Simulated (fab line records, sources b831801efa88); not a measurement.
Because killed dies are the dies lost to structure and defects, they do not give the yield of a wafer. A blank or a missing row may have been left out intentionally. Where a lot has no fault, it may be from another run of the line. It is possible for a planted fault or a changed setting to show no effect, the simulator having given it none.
fab line records    flow gf180mcu
[record] lots = 5  wafers = 15  lastDay = 34
route steps=602 shown M3@421 V3@429 M4@456 PASSIVATION@602
lots that met no fault: from a run of the same line without faults
startH: the number of hours between the record's first day and the start of the first shown wafer of the lot    waitH: hours from the lot's prior step to this one    " the same as in the row above    L1.1+2: a row that stands for several wafers    - no value present, or no start provided    * or withheld: withheld    < > ~ a bound
route shown NAME@n: names a module that has steps shown in the file, with the first one's number in the route    usual: mean and standard deviation over wafers with no fault    same: alike in all rows    chamber/n: place in a boat    sites: readings site by site    _std_site: how widely they spread, as a standard deviation    _edge_site: mean of outer sites minus mean of inner sites    radiusMm: for every site, how far away it sits from the centre of the wafer    mask NAME#n: copy n    behind: the most recent tool/chamber to have shaped the wafer    hold: reason for holding the lot/hours on hold/outcome of the hold    device: whichever transistor did not switch (one of n, p or np)    end of line: tests run on the same wafers once the route is complete    where a step has no rows: the recipe by itself    killed: not the wafer's yield, but the dies lost to structure and defects at the first sort    map: the dies of a wafer, with x for killed, . for not killed, _ for no die there
set.NAME: the run value of the setting; set.NAME@STEP: its run value at that earlier step    model.NAME: the simulator's own value behind a step, which no gauge read
lots seen at some steps along the route; tables by step, rows by wafer
services: the hour from which a tool's chamber was out of use, counted from the record's first day as startH (under 0 if before that day), plus the number of hours and why
[[steps]]
[step GF_M3_PEB_12]
[recipe] pebTempC = 135  pebTimeS = 90  resist = KrF
[step GF_M3_DEVELOP_13]
[recipe] developTimeS = 60  devTempC = 21
[step GF_M3_CD_MEAS_14]
[recipe] targetCdNm = 280
[usual] cdNm = 280.0/1.1
lot.wafer  tool      chamber  startH  waitH  cdNm
L485.1     cdSem-02  -        495.14  0.1    279.2
L485.2     "         -        "       "      278.6
L485.6     "         -        "       "      279.8
L490.1     cdSem-01  -        538.98  0.1    278.5
L490.2     "         -        "       "      278.6
L490.4     "         -        "       "      280.8
L498.4     cdSem-02  -        604.35  0.1    278.5
L498.5     "         -        "       "      278.2
L498.6     "         -        "       "      279.5
L502.1     cdSem-02  -        629.03  0.1    280.6
L502.2     "         -        "       "      280.4
L502.5     "         -        "       "      280.0
L507.2     cdSem-02  -        658.12  0.1    279.6
L507.5     "         -        "       "      279.9
L507.6     "         -        "       "      281.2
[step GF_M3_OVL_MEAS_15]
[usual] M3_OVL = 3/7
lot.wafer  tool        chamber  startH  waitH  M3_OVL[nm]
L485.1     overlay-01  -        495.27  0.1    -8
L485.2     "           -        "       "      -16
L485.6     "           -        "       "      -12
L490.1     overlay-01  -        539.10  0.1    6
L490.2     "           -        "       "      1
L490.4     "           -        "       "      -2
L498.4     overlay-02  -        604.43  0.1    -9
L498.5     "           -        "       "      1
L498.6     "           -        "       "      -9
L502.1     overlay-02  -        629.15  0.1    11
L502.2     "           -        "       "      8
L502.5     "           -        "       "      3
L507.2     overlay-01  -        658.23  0.1    1
L507.5     "           -        "       "      5
L507.6     "           -        "       "      -1
[step GF_M3_METAL_ETCH_16]
[recipe] chemistry = Cl2/BCl3  maskMaterial = KrF  targetDepthNm = 627.5  stopOn = SiO2  pressureMtorr = 8  icpW = 800  biasW = 140  Cl2_flow_sccm = 80  bcl3FlowSccm = 40  timeS = 104.6
[step GF_M3_STRIP_17]
[recipe] chemistry = O2/N2  powerW = 1400  pressureMtorr = 1500  platenTempC = 250  o2FlowSccm = 3000  n2FlowSccm = 300  overashFraction = 0.5
[usual] drypumpMotorCurrentA = 5.8/0.54  heaterPowerW = 337/26  oesProductAu = 0.557/0.0055  stripTimeToEndpointS = 7.87/0.04
lot.wafer  tool            chamber  startH  waitH  drypumpMotorCurrentA  heaterPowerW  oesProductAu  rfHoursCounterH  stripTimeToEndpointS
L485.1     plasmaAsher-01  0        495.41  0.1    6.6                   327           0.554         72               7.84
L485.2     "               1        "       "      5.1                   327           0.565         72               7.83
L485.6     "               1        "       "      5.1                   325           0.558         -                7.87
L490.1     plasmaAsher-03  0        539.25  0.1    5.6                   348           0.551         11               7.86
L490.2     "               1        "       "      6.0                   391           0.558         11               7.86
L490.4     "               0        "       "      5.6                   344           0.570         -                7.86
L498.4     plasmaAsher-02  1        604.59  0.1    5.7                   310           0.557         -                7.88
L498.5     "               0        "       "      5.4                   294           0.561         -                7.85
L498.6     "               1        "       "      5.7                   316           0.548         -                7.91
L502.1     plasmaAsher-02  0        629.30  0.1    5.4                   302           0.555         52               7.86
L502.2     "               1        "       "      5.7                   311           0.558         52               7.89
L502.5     "               1        "       "      5.7                   315           0.550         -                7.87
L507.2     plasmaAsher-01  0        658.37  0.1    6.6                   325           0.574         90               7.95
L507.5     "               1        "       "      5.1                   331           0.561         -                7.94
L507.6     "               0        "       "      6.6                   329           0.561         -                8.00
[step GF_M3_STRIP_18]
[recipe] chemistry = postEtchResidueRemover  timeS = 1200  tempC = 72.5
[step GF_M3_CLEAN_19]
[recipe] chemistry = DIW  dry = n2Spin
[step GF_V3_CVD_00]
[recipe] material = SiO2  targetThkNm = 600  sigmaOpenFrac = 0.3  tempC = 400  timeS = 100  sih4FlowSccm = 60  pressureMtorr = 6
[step GF_V3_THK_MEAS_01]
[recipe] reads = SiO2_of_V3_CVD_00
[usual] V3_CVD_00_THK = 602/5.1
lot.wafer  tool          chamber  startH  waitH  V3_CVD_00_THK[nm]
L485.1     filmMetro-03  -        496.02  0.0    607
L485.2     "             -        "       "      608
L485.6     "             -        "       "      598
L490.1     filmMetro-02  -        540.13  0.0    602
L490.2     "             -        "       "      607
L490.4     "             -        "       "      603
L498.4     filmMetro-03  -        605.24  0.1    611
L498.5     "             -        "       "      608
L498.6     "             -        "       "      609
L502.1     filmMetro-02  -        629.91  0.0    606
L502.2     "             -        "       "      614
L502.5     "             -        "       "      604
L507.2     filmMetro-04  -        659.11  0.0    607
L507.5     "             -        "       "      609
L507.6     "             -        "       "      607
[step GF_V3_CVD_02]
[recipe] material = SiO2  targetThkNm = 850  precursor = TEOS  tempC = 400  timeS = 94.851  rfW = 600
[step GF_V3_THK_MEAS_03]
[recipe] reads = SiO2_of_V3_CVD_02
[usual] V3_CVD_02_THK = 850/11
lot.wafer  tool          chamber  startH  waitH  V3_CVD_02_THK[nm]
L485.1     filmMetro-02  -        496.15  0.0    830
L485.2     "             -        "       "      842
L485.6     "             -        "       "      854
L490.1     filmMetro-04  -        540.26  0.0    835
L490.2     "             -        "       "      820
L490.4     "             -        "       "      843
L498.4     filmMetro-03  -        605.37  0.0    859
L498.5     "             -        "       "      875
L498.6     "             -        "       "      866
L502.1     filmMetro-04  -        630.04  0.0    866
L502.2     "             -        "       "      862
L502.5     "             -        "       "      863
L507.2     filmMetro-02  -        659.24  0.0    832
L507.5     "             -        "       "      845
L507.6     "             -        "       "      843
[step GF_V3_CMP_04]
[recipe] material = SiO2  downForcePsi = 4  platenRpm = 60  padVelocityMS = 0.94248
[usual] motorCurrentA = 11.4/0.93  timeToEndpointS = 80/4.9
lot.wafer  tool    chamber  startH  waitH  motorCurrentA  timeToEndpointS  model.SiO2_of_V3_CVD_02.thkNm
L485.1     cmp-01  0        496.21  0.1    10.8           73               631.5
L485.2     "       1        "       "      11.3           80               631.3
L485.6     "       1        "       "      11.5           86               631.4
L490.4     cmp-01  3        540.37  0.1    11.8           75               631.3
L490.1     "       0        "       "      10.6           15               791.1
L490.2     "       1        "       "      11.7           69               632.9
L498.4     cmp-01  0        605.63  0.3    10.5           84               632.5
L498.6     "       2        "       "      10.9           87               632.4
L498.5     "       3        "       "      12.3           89               632
L502.1     cmp-02  2        630.15  0.1    11.8           92               632.2
L502.2     "       0        "       "      12.3           93               631.1
L502.5     "       2        "       "      11.4           90               632.7
L507.2     cmp-01  0        659.29  0.0    10.5           71               633.9
L507.6     "       0        "       "      10.6           77               632.9
L507.5     "       1        "       "      10.9           78               633
[step GF_V3_BOW_MEAS_05]
[recipe] mode = bow
[usual] V3_BOW = 117/8.3
lot.wafer  tool          chamber  startH  waitH  V3_BOW[um]
L485.1     filmMetro-02  -        496.52  0.3    106
L485.2     "             -        "       "      119
L485.6     "             -        "       "      120
L490.1     filmMetro-02  -        540.62  0.1    116
L490.2     "             -        "       "      122
L490.4     "             -        "       "      124
L498.4     filmMetro-02  -        605.89  0.2    125
L498.5     "             -        "       "      111
L498.6     "             -        "       "      117
L502.1     filmMetro-04  -        630.40  0.2    108
L502.2     "             -        "       "      116
L502.5     "             -        "       "      114
L507.2     filmMetro-04  -        659.61  0.3    118
L507.5     "             -        "       "      108
L507.6     "             -        "       "      115
[step GF_V3_DEHYDRATE_06]
[recipe] tempC = 200  timeS = 60
[step GF_V3_HMDS_07]
[recipe] primeTimeS = 60  primeTempC = 120
[step GF_V3_COAT_08]
[recipe] resist = BARC  tempC = withheld  timeS = withheld  spinRpm = withheld  resistThkNm = withheld
[step GF_V3_COAT_09]
[recipe] resist = KrF  spinRpm = withheld  resistThkNm = 1000
[step GF_V3_SOFTBAKE_10]
[recipe] tempC = 130  timeS = 60  resist = KrF
[step GF_V3_EXPOSE_11]
[recipe] maskId = Via3  targetCdNm = 260  na = 0.68  sourceShape = conventional  sigmaOuter = 0.6  doseMj = 38
[step GF_V3_PEB_12]
[recipe] pebTempC = 135  pebTimeS = 90  resist = KrF
[step GF_V3_DEVELOP_13]
[recipe] developTimeS = 60  resist = KrF  devTempC = 21
[step GF_V3_CD_MEAS_14]
[recipe] targetCdNm = 260
[usual] cdNm = 259.8/1
lot.wafer  tool      chamber  startH  waitH  cdNm
L485.1     cdSem-02  -        520.09  0.1    260.2
L485.2     "         -        "       "      258.4
L485.6     "         -        "       "      260.1
L490.1     cdSem-01  -        563.11  0.1    261.0
L490.2     "         -        "       "      260.5
L490.4     "         -        "       "      259.5
L498.4     cdSem-02  -        626.30  0.1    261.0
L498.5     "         -        "       "      260.2
L498.6     "         -        "       "      260.1
L502.1     cdSem-02  -        649.89  0.1    259.9
L502.2     "         -        "       "      259.8
L502.5     "         -        "       "      259.5
L507.2     cdSem-01  -        679.20  0.1    258.3
L507.5     "         -        "       "      258.5
L507.6     "         -        "       "      257.8
[step GF_V3_OVL_MEAS_15]
[usual] V3_OVL = 4/4.8
lot.wafer  tool        chamber  startH  waitH  V3_OVL[nm]
L485.1     overlay-02  -        520.21  0.1    3
L485.2     "           -        "       "      -1
L485.6     "           -        "       "      0
L490.1     overlay-01  -        563.23  0.1    -2
L490.2     "           -        "       "      4
L490.4     "           -        "       "      -1
L498.4     overlay-01  -        626.38  0.1    3
L498.5     "           -        "       "      10
L498.6     "           -        "       "      8
L502.1     overlay-01  -        650.01  0.1    -3
L502.2     "           -        "       "      0
L502.5     "           -        "       "      2
L507.2     overlay-01  -        679.31  0.1    -1
L507.5     "           -        "       "      -7
L507.6     "           -        "       "      4
[step GF_V3_ETCH_16]
[recipe] chemistry = N2/H2  targetDepthA = withheld  overetchA = withheld  timeS = withheld  target = BARC  ionEnergyEv = 200  sourceW = 500  biasW = 100  pressureMtorr = 30  n2FlowSccm = 100  h2FlowSccm = 200
[usual] drypumpMotorCurrentA = 5.7/0.5  oesProductAu = 0.855/0.0049  throttleValvePct = 13.224/0.0085
lot.wafer  tool        chamber  startH  waitH  drypumpMotorCurrentA  oesProductAu  throttleValvePct
L485.1     rieDiel-01  0        520.25  0.0    6.5                   0.859         13.213
L485.2     "           1        "       "      5.2                   0.852         13.225
L485.6     "           1        "       "      5.2                   0.855         13.227
L490.1     rieDiel-01  3        563.26  0.0    5.1                   0.858         13.216
L490.2     "           1        "       "      5.2                   0.867         13.217
L490.4     "           1        "       "      5.2                   0.845         13.229
L498.4     rieDiel-01  1        626.40  0.0    5.2                   0.849         13.236
L498.5     "           1        "       "      5.2                   0.847         13.216
L498.6     "           0        "       "      6.5                   0.855         13.230
L502.1     rieDiel-01  3        650.05  0.0    5.1                   0.847         13.221
L502.2     "           2        "       "      5.6                   0.854         13.225
L502.5     "           0        "       "      6.4                   0.855         13.233
L507.2     rieDiel-04  0        679.34  0.0    5.5                   0.857         13.234
L507.5     "           3        "       "      5.9                   0.857         13.224
L507.6     "           0        "       "      5.5                   0.858         13.232
[step GF_V3_ETCH_17]
[recipe] chemistry = C4F8/O2/Ar  maskMaterial = KrF  target = SiO2  stopOn = TiN  sourceW = 1500  biasW = 1200  pressureMtorr = 40  c4f8FlowSccm = withheld  O2_flow_sccm = 6  Ar_flow_sccm = 300  timeS = withheld  targetDepthA = 6350
[usual] oesProductAu = 0.856/0.0047
lot.wafer  tool        chamber  startH  waitH  oesProductAu  model.V3.featureDepthNm  model.etch.depthNm
L485.1     rieDiel-01  0        -       -      0.866         631.5                    631.5
L485.2     "           1        "       "      0.858         631.3                    631.3
L485.6     "           1        "       "      0.858         631.4                    631.4
L490.1     rieDiel-01  3        -       -      0.978         791.1                    791.1
L490.2     "           1        "       "      0.859         632.9                    632.9
L490.4     "           1        "       "      0.857         631.3                    631.3
L498.4     rieDiel-01  1        -       -      0.856         632.5                    632.5
L498.5     "           1        "       "      0.850         632                      632
L498.6     "           0        "       "      0.853         632.4                    632.4
L502.1     rieDiel-01  3        -       -      0.857         632.2                    632.2
L502.2     "           2        "       "      0.854         631.1                    631.1
L502.5     "           0        "       "      0.859         632.7                    632.7
L507.2     rieDiel-04  0        -       -      0.853         633.9                    633.9
L507.5     "           3        "       "      0.863         633                      633
L507.6     "           0        "       "      0.855         632.9                    632.9
[step GF_V3_STRIP_18]
[recipe] chemistry = O2/N2  powerW = 1400  pressureMtorr = 1500  platenTempC = 250  o2FlowSccm = 3000  n2FlowSccm = 300  overashFraction = 0.5
[usual] drypumpMotorCurrentA = 5.7/0.59  heaterPowerW = 313/18  oesProductAu = 0.593/0.0047
lot.wafer  tool            chamber  startH  waitH  drypumpMotorCurrentA  heaterPowerW  oesProductAu  rfHoursCounterH
L485.1     plasmaAsher-02  1        520.38  -      5.7                   320           0.597         42
L485.2     "               0        "       "      5.4                   300           0.595         42
L485.6     "               0        "       "      5.4                   302           0.597         -
L490.1     plasmaAsher-02  1        563.39  -      5.7                   307           0.590         47
L490.2     "               0        "       "      5.4                   292           0.594         47
L490.4     "               1        "       "      5.7                   316           0.593         -
L498.4     plasmaAsher-02  0        626.56  -      5.4                   314           0.586         -
L498.5     "               1        "       "      5.7                   316           0.592         -
L498.6     "               0        "       "      5.5                   303           0.589         -
L502.1     plasmaAsher-02  0        650.17  -      5.5                   306           0.587         54
L502.2     "               1        "       "      5.7                   313           0.588         54
L502.5     "               0        "       "      5.5                   299           0.596         -
L507.2     plasmaAsher-01  1        679.46  -      5.1                   332           0.588         92
L507.5     "               0        "       "      6.6                   323           0.593         -
L507.6     "               1        "       "      5.1                   334           0.595         -
[step GF_V3_STRIP_19]
[recipe] chemistry = postEtchResidueRemover  timeS = 1200  tempC = 72.5
[step GF_V3_CLEAN_20]
[recipe] chemistry = DIW  dry = n2Spin
[step GF_V3_SPUTTER_21]
[recipe] material = Ti  targetThkNm = 15  chamberPressurePa = 5  powerW = 2500  substrateTempC = 200  timeS = 80.02
[usual] chamberPressurePa = 5.000/0.01  throttleValvePct = 29.8/1
lot.wafer  tool           chamber  startH  waitH  chamberPressurePa  throttleValvePct
L485.1     pvdSputter-03  -        521.03  0.0    5.000              30.1
L485.2     "              -        "       "      4.999              30.0
L485.6     "              -        "       "      4.992              30.1
L490.1     pvdSputter-01  -        563.93  0.0    5.000              30.6
L490.2     "              -        "       "      4.997              29.0
L490.4     "              -        "       "      4.987              30.2
L498.4     pvdSputter-04  -        627.07  0.0    5.012              30.0
L498.5     "              -        "       "      5.015              29.9
L498.6     "              -        "       "      4.997              28.2
L502.1     pvdSputter-04  -        650.75  0.0    5.007              30.1
L502.2     "              -        "       "      4.987              28.5
L502.5     "              -        "       "      4.985              29.3
L507.2     pvdSputter-03  -        680.03  0.0    5.008              30.4
L507.5     "              -        "       "      5.008              29.0
L507.6     "              -        "       "      5.008              30.0
[step GF_V3_SPUTTER_22]
[recipe] material = TiN  targetThkNm = 10  chamberPressurePa = 5  powerW = 4000  timeS = 40
[step GF_V3_CVD_23]
[recipe] material = W  targetThkNm = 350  timeS = 104.9  tempC = 400  pressureTorr = 40
[usual] heaterPowerW = 899/71  susceptorTempC = 399.96/0.25
lot.wafer  tool     chamber  startH  waitH  heaterPowerW  sinceWetCleanH  susceptorTempC
L485.1     cvdW-01  0        521.13  0.0    989           117             399.81
L485.2     "        1        "       "      807           117             399.41
L485.6     "        0        "       "      982           -               399.82
L490.1     cvdW-01  0        564.03  0.0    950           160             400.04
L490.2     "        1        "       "      812           160             399.33
L490.4     "        0        "       "      959           -               400.12
L498.4     cvdW-02  1        627.20  0.1    963           -               400.02
L498.5     "        0        "       "      838           -               400.07
L498.6     "        1        "       "      936           -               399.70
L502.1     cvdW-02  1        650.85  0.0    979           747             399.90
L502.2     "        0        "       "      841           747             399.88
L502.5     "        1        "       "      943           -               399.64
L507.2     cvdW-02  0        680.13  0.0    868           776             400.04
L507.5     "        1        "       "      926           -               399.78
L507.6     "        0        "       "      821           -               400.18
[step GF_V3_RS_MEAS_24]
[recipe] thkMeasGauge = four-point-probe  reads = W_of_V3_CVD_23+TiN_of_V3_SPUTTER_22+Ti_of_V3_SPUTTER_21
[usual] V3_W_RS = 0.3278/0.003
lot.wafer  tool          chamber  startH  waitH  V3_W_RS[ohm/sq]
L485.1     filmMetro-04  -        521.24  0.1    0.3273
L485.2     "             -        "       "      0.3223
L485.6     "             -        "       "      0.3286
L490.1     filmMetro-03  -        564.14  0.1    0.3259
L490.2     "             -        "       "      0.3245
L490.4     "             -        "       "      0.3281
L498.4     filmMetro-03  -        627.34  0.1    0.3254
L498.5     "             -        "       "      0.3250
L498.6     "             -        "       "      0.3242
L502.1     filmMetro-03  -        650.96  0.1    0.3228
L502.2     "             -        "       "      0.3251
L502.5     "             -        "       "      0.3243
L507.2     filmMetro-03  -        680.26  0.1    0.3283
L507.5     "             -        "       "      0.3337
L507.6     "             -        "       "      0.3269
[step GF_V3_THK_MEAS_25]
[recipe] thkMeasGauge = xrf  reads = W_of_V3_CVD_23
[usual] V3_W_THK = 350/3.9
lot.wafer  tool          chamber  startH  waitH  V3_W_THK[nm]
L485.1     filmMetro-04  -        521.36  0.1    353
L485.2     "             -        "       "      357
L485.6     "             -        "       "      353
L490.1     filmMetro-03  -        564.26  0.1    348
L490.2     "             -        "       "      351
L490.4     "             -        "       "      347
L498.4     filmMetro-03  -        627.43  0.1    350
L498.5     "             -        "       "      350
L498.6     "             -        "       "      349
L502.1     filmMetro-03  -        651.08  0.1    356
L502.2     "             -        "       "      355
L502.5     "             -        "       "      355
L507.2     filmMetro-03  -        680.37  0.1    348
L507.5     "             -        "       "      345
L507.6     "             -        "       "      350
[step GF_V3_CMP_26]
[recipe] stopOn = SiO2  downForcePsi = 3.5  platenRpm = 60  tOverpolishS = 15  targetThkNm = 0  padVelocityMS = 0.94248
[usual] motorCurrentA = 10.9/1.1
lot.wafer  tool    chamber  startH  waitH  motorCurrentA  model.SiO2_of_V3_CVD_02.thkNm
L485.2     cmp-02  1        521.42  0.0    12.7           627.6
L485.1     "       2        "       "      10.6           627.7
L485.6     "       2        "       "      11.1           627.6
L490.4     cmp-01  2        564.37  0.1    9.6            627.5
L490.1     "       3        "       "      10.7           787.3
L490.2     "       0        "       "      9.5            629.1
L498.4     cmp-02  0        627.46  0.0    11.1           628.7
L498.5     "       0        "       "      11.8           628.3
L498.6     "       1        "       "      12.6           628.6
L502.1     cmp-01  3        651.19  0.1    10.9           628.4
L502.2     "       1        "       "      10.0           627.4
L502.5     "       3        "       "      10.5           629
L507.2     cmp-02  2        680.47  0.1    10.8           630.1
L507.6     "       1        "       "      12.9           629.2
L507.5     "       2        "       "      10.9           629.2
[step GF_M4_SPUTTER_00]
[recipe] material = Ti  targetThkNm = 37.5  arrivingIonEnergyEv = 80  substrateTempC = 200  chamberPressurePa = 2  powerW = 4000  timeS = 150
[step GF_PASSIVATION_PROBE_99]
lot.wafer  tool       chamber  startH  waitH  model.etest.met4Comb.leakLog10AUm  model.etest.via3Chain.rcOhm
L485.1     prober-02  -        676.29  0.1    -11.96                             6.435
L485.2     prober-02  -        676.34  0.1    -11.9                              6.672
L485.6     prober-02  -        676.54  0.2    -11.98                             6.295
L490.1     prober-01  -        714.70  0.1    -9.569                             7.641
L490.2     prober-01  -        714.75  0.1    -12.07                             6.322
L490.4     prober-01  -        714.85  0.2    -11.85                             6.314
L498.4     prober-01  -        765.15  0.2    -11.95                             6.482
L498.5     prober-01  -        765.20  0.2    -12.06                             6.249
L498.6     prober-01  -        765.25  0.2    -11.95                             6.344
L502.1     prober-01  -        784.94  0.1    -11.98                             6.325
L502.2     prober-01  -        784.99  0.1    -11.92                             6.257
L502.5     prober-01  -        785.14  0.2    -11.92                             6.408
L507.2     prober-02  -        808.64  0.1    -12.03                             6.575
L507.5     prober-02  -        808.79  0.2    -12.04                             6.288
L507.6     prober-02  -        808.84  0.2    -12.05                             6.541
// killed by level:class
L485.1 V3:geometricParticle:open=4 V5:geometricParticle:open=4 CONTACT:geometricParticle:open=3 M2:geometricParticle:short=3 M4:geometricParticle:short=3 STI:geometricParticle:short=2 V3:geometricParticle:short=2 CONTACT:geometricParticle:short=2
L485.2 V5:geometricParticle:open=7 V4:geometricParticle:open=6 STI:geometricParticle:open=5 V3:geometricParticle:open=5 V1:geometricParticle:open=4 STI:geometricParticle:short=3 POLY_GATE:geometricParticle:open=3 CONTACT:geometricParticle:open=3
L485.6 V2:geometricParticle:open=8 V5:geometricParticle:open=6 CONTACT:geometricParticle:open=5 STI:geometricParticle:short=4 V5:geometricParticle:short=4 V1:geometricParticle:open=4 M3:geometricParticle:short=4 V3:geometricParticle:open=4
L498.4 V3:geometricParticle:open=9 V2:geometricParticle:open=8 V4:geometricParticle:open=6 CONTACT:geometricParticle:short=4 M1:geometricParticle:short=4 V3:geometricParticle:short=4 SAB:geometricParticle:open=2 CONTACT:geometricParticle:open=2
L498.5 CONTACT:geometricParticle:open=6 V1:geometricParticle:open=4 STI:geometricParticle:short=3 STI:geometricParticle:open=3 M1:geometricParticle:short=3 M2:geometricParticle:short=3 V1:geometricParticle:short=2 V2:geometricParticle:short=2
L498.6 V3:geometricParticle:open=7 V1:geometricParticle:open=6 CONTACT:geometricParticle:open=6 M2:geometricParticle:short=3 V5:geometricParticle:open=3 M1:geometricParticle:short=2 V1:geometricParticle:short=2 V2:geometricParticle:open=2
L502.1 CONTACT:geometricParticle:open=6 V1:geometricParticle:open=3 V2:geometricParticle:open=3 STI:geometricParticle:short=2 STI:geometricParticle:open=2 SALICIDE:geometricParticle:short=2 V1:geometricParticle:short=2 V2:geometricParticle:short=2
L502.2 CONTACT:geometricParticle:open=6 V3:geometricParticle:open=6 V2:geometricParticle:open=5 M4:geometricParticle:short=5 CONTACT:geometricParticle:short=3 M3:geometricParticle:short=3 SALICIDE:geometricParticle:open=2 M1:geometricParticle:short=2
L502.5 V5:geometricParticle:open=6 V2:geometricParticle:open=5 V4:geometricParticle:open=5 CONTACT:geometricParticle:short=4 V3:geometricParticle:open=4 CONTACT:geometricParticle:open=3 V2:geometricParticle:short=3 M5:geometricParticle:short=3
L507.2 CONTACT:geometricParticle:open=9 V4:geometricParticle:open=4 V1:geometricParticle:short=3 V2:geometricParticle:short=3 STI:geometricParticle:open=2 CONTACT:geometricParticle:short=2 M1:geometricParticle:short=2 V1:geometricParticle:open=2
L507.5 CONTACT:geometricParticle:open=9 V1:geometricParticle:open=8 V3:geometricParticle:open=5 V4:geometricParticle:open=5 V2:geometricParticle:open=4 V3:geometricParticle:short=4 STI:geometricParticle:short=3 STI:geometricParticle:open=3
L507.6 V3:geometricParticle:open=6 V2:geometricParticle:open=5 V1:geometricParticle:open=4 V2:geometricParticle:short=4 V4:geometricParticle:open=4 V5:geometricParticle:open=4 CONTACT:geometricParticle:short=3 CONTACT:geometricParticle:open=3
[[services]]
tool            chamber  startH  hours  kind
cmp-02          -        511.25  5.1    pm
cmp-02          -        518.47  0.8    repair
cvdW-02         1        543.16  6.2    repair
cmp-02          -        543.75  0.3    repair
cmp-01          -        546.59  2.0    repair
rieDiel-01      3        549.90  3.4    repair
cvdW-02         -        550.14  6.0    pm
cmp-02          -        553.15  3.6    repair
cmp-01          -        557.27  2.8    repair
rieDiel-01      2        557.50  6.3    repair
cmp-02          -        572.19  4.0    pm
plasmaAsher-02  -        580.00  15.6   pm
cmp-01          -        593.89  2.2    repair
cmp-01          -        609.93  0.2    repair
rieDiel-01      3        610.90  4.5    repair
cmp-01          -        613.42  6.4    pm
cmp-02          -        620.21  5.8    pm
cmp-02          -        631.40  0.3    repair
cmp-02          -        645.55  0.5    repair
rieDiel-01      1        646.54  17.4   repair
cmp-02          -        655.95  0.7    repair
cmp-01          -        670.49  2.2    repair
plasmaAsher-02  -        670.99  15.5   repair
rieDiel-01      2        676.99  16.6   repair
[[key]]
[firstSign] step = GF_V3_CMP_04  reading = timeToEndpointS  direction = down  sigmas = 14  usual = *  struck = *
[effect] step = GF_V3_ETCH_17  reading = oesProductAu  direction = up  sigmas = 26  usual = 0.856  struck = 0.978
[modelEffect] step = GF_V3_CMP_04  value = SiO2_of_V3_CVD_02.thkNm  without = 633  struck = 791.1
[modelEffect] step = GF_V3_ETCH_17  value = V3.featureDepthNm  without = 633  struck = 791.1
[modelEffect] step = GF_V3_CMP_26  value = SiO2_of_V3_CVD_02.thkNm  without = 629.2  struck = 787.3
[modelEffect] step = GF_PASSIVATION_PROBE_99  value = etest.met4Comb.leakLog10AUm  without = -11.83  struck = -9.569
metAt GF_V3_CMP_04
struckWafers L490.1
sortLeftOut L490.1
onsetBetween 496.21 540.37
[fault] kind = processParameterDrift  tool = cmp-01  chamber = 0  onsetH = 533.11  steps = GF_V3_CMP_04  channel = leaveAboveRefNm  offset = 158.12  shape = step  endH = 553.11  actsIn = theseRecipesOnly  stated = 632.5
// sortLeftOut: the simulated sort isn't trusted on such a fault, so these wafers' sort isn't shown, and their yield isn't known
